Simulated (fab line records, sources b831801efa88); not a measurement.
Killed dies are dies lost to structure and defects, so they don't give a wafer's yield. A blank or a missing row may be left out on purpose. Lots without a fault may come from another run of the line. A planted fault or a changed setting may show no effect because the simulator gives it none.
A struck lot beside a sound one | flow sky130 | 37 steps out of a route of 708
Sound: wafers L970.1, L970.2, L970.6. Struck: wafer L977.6. (L977.2, L977.4 of the same lot were not struck and are left out.) The cause comes at the end.
At each step with rows: each side's tool, then ch and its chambers, then its first start. Under that, the readings that differ: sound wafers | struck wafers | difference of the means | sigmas: that difference in standard deviations of wafers without a fault.
alike: readings whose means differ by less than 2 such deviations, and words and numbers that are the same on both sides. not compared: withheld readings, readings that some wafer has no value for, bounds like >300 that may hide the same value, and numbers for which the record gives no deviation and whose values overlap.
The two part at a step that has a row with sigmas, a row that says differs or no value, or rows on one side only. Numbers that don't overlap but have no deviation are shown without sigmas and don't part them. A reading that every wafer of one side lacks parts them only if that side has two wafers or more.

first, 9 steps without rows for these wafers: SKY_VIA3_SPUTTER_20 (material TiN, target thk 20 nm, time 80 s); SKY_VIA3_CVD_21 (deposits W, target thk 390 nm, time 117.31 s); SKY_VIA3_CMP_24 (polishes, stops on SiO2, t overpolish 20 s, target thk 0 nm); SKY_METAL4_SPUTTER_00 (material Ti, target thk 15 nm, time 10 s); SKY_METAL4_SPUTTER_01 (material TiN, target thk 20 nm, time 16.7 s); SKY_METAL4_SPUTTER_02 (material AlCu, target thk 735 nm, time 39.1 s); SKY_METAL4_SPUTTER_03 (material Ti, target thk 5 nm, time 3.3 s); SKY_METAL4_SPUTTER_04 (material TiN, target thk 70 nm, time 58.3 s); SKY_CAP2M_CVD_00 (deposits SiO2, target thk 15.5 nm).
SKY_CAP2M_SPUTTER_02: material TiN, target thk 200 nm, time 166.7 s.
  sound on pvd_sputter-04, day 42 03:46; struck on pvd_sputter-04, day 44 10:38
  reading                                   | sound           | struck | difference | sigmas
  model.TiN_of_CAP2M_SPUTTER_02.thk_nm (nm) | 199.4 202.4 203 | 333.4  | +131.8     |
  alike: throttle_valve_pct
SKY_CAP2M_RS_MEAS_03: measures by four-point-probe.
  sound on film_metro-01, day 42 03:53; struck on film_metro-01, day 44 11:02
  reading               | sound          | struck | difference | sigmas
  CAP2M_TIN_RS (ohm/sq) | 6.94 6.83 6.81 | 4.11   | -2.75      | -30
  not compared: hold
SKY_CAP2M_THK_MEAS_04: measures by xrf.
  sound on film_metro-01, day 42 04:00; struck on film_metro-01, day 44 14:56
  reading            | sound             | struck | difference | sigmas
  CAP2M_TIN_THK (nm) | 199.7 203.3 203.6 | 335.7  | +133.5     | +49
  not compared: hold
then, 6 steps without rows for these wafers: SKY_CAP2M_HMDS_06 (prime time 60 s); SKY_CAP2M_COAT_07 (resist thk 1140 nm); SKY_CAP2M_SOFTBAKE_08 (time 60 s); SKY_CAP2M_EXPOSE_09 (exposes mask CAP2M, target cd 1000 nm); SKY_CAP2M_PEB_10; SKY_CAP2M_DEVELOP_11 (develop time 60 s).
SKY_CAP2M_METAL_ETCH_13: etches TiN in Cl2/BCl3, stops on SiO2, target depth 220 nm, time 62.9 s.
  sound on rie_metal-01 ch 0,1, day 43 02:29; struck on rie_metal-01 ch 0, day 45 08:06
  reading               | sound             | struck | difference | sigmas
  oes_product_au (a.u.) | 0.937 0.951 0.946 | 0.996  | +0.051     | +6
  alike: bcl3_flow_sccm, drypump_motor_current_A, rf_fwd_power_W, throttle_valve_pct
  not compared: rf_hours_counter_h
then, 16 steps without rows for these wafers: SKY_CAP2M_STRIP_14 (strips in O2/N2); SKY_CAP2M_STRIP_15 (strips in post etch residue remover, time 1200 s); SKY_CAP2M_CLEAN_16 (cleans in IPA, time 180 s); SKY_CAP2M_CLEAN_17 (cleans in O3/DIW); SKY_METAL4_DEHYDRATE_05 (time 60 s); SKY_METAL4_HMDS_06 (prime time 60 s); SKY_METAL4_COAT_07 (resist thk 60 nm); SKY_METAL4_COAT_08 (resist thk 1140 nm); SKY_METAL4_SOFTBAKE_09 (time 90 s); SKY_METAL4_EXPOSE_10 (exposes mask MM4, target cd 300 nm); SKY_METAL4_PEB_11; SKY_METAL4_DEVELOP_12 (develop time 60 s); SKY_METAL4_DESCUM_15 (chemistry O2, time 8 s); SKY_METAL4_ETCH_16 (etches BARC in N2/H2, stops on SiO2, time 88.2 s, target depth 60 nm); SKY_METAL4_ETCH_17 (etches SiO2 in C4F8/O2/Ar, stops on TiN, time 3.9 s, target depth 15 nm); SKY_METAL4_METAL_ETCH_18 (etches the open film in Cl2/BCl3, stops on SiO2, target depth 845 nm, time 183.1 s).
SKY_METAL4_STRIP_20: strips in post etch residue remover, time 1200 s.
  sound on wet_bench-01 ch 3, day 44 02:36; struck on wet_bench-03 ch 3, day 46 05:56
  reading                                   | sound             | struck | difference | sigmas
  model.TiN_of_CAP2M_SPUTTER_02.thk_nm (nm) | 198.6 201.6 202.2 | 332.5  | +131.7     |
-- the record jumps here: 3 days lie between the struck wafers' starts before and after (it left off in module METAL4 and takes up again in module PAD_OPEN, whose first step shown is number 708 of the route) --
SKY_PAD_OPEN_PROBE_99:
  sound on prober-02, day 47 18:57; struck on prober-02, day 49 14:50
  reading                               | sound                   | struck | difference | sigmas
  killed_short                          | 24 34 38                | 47     | +15        | +3
  model.etest.tester.sort_n_pass        | 418 407 406             | 0      | -410       |
  model.etest.tester.sort_yield_pct (%) | 84.96 82.72 82.52       | 0      | -83        |
  model.etest.tester.sort_bin_3_pct (%) | 0.4065 0.6098 0.813     | 41.28  | +40.67     |
  model.etest.tester.sort_bin_4_pct (%) | 0 0 0                   | 40.02  | +40.02     |
  model.etest.met4.line_ohm_um          | 0.1417 0.1407 0.1415    | 35.24  | +35.10     |
  model.etest.via4_chain.rc_ohm         | 0.7699 0.7906 0.7732    | 26.17  | +25.39     |
  model.etest.met4.rs_ohm_sq            | 0.04194 0.04122 0.04229 | 10.5   | +10.5      |
  model.etest.cap_mim2.plate_ohm_sq     | 6.044 5.902 5.832       | 3.64   | -2.29      |
  alike: defect_limited_yield, killed_at_M0_to_M3, killed_at_M4_up, killed_at_contacts, killed_at_front_end, killed_at_other, killed_dies, killed_open

WHERE THEY PART
First at SKY_CAP2M_RS_MEAS_03; last, within this record, at SKY_PAD_OPEN_PROBE_99.

WHY: what the simulator had put in
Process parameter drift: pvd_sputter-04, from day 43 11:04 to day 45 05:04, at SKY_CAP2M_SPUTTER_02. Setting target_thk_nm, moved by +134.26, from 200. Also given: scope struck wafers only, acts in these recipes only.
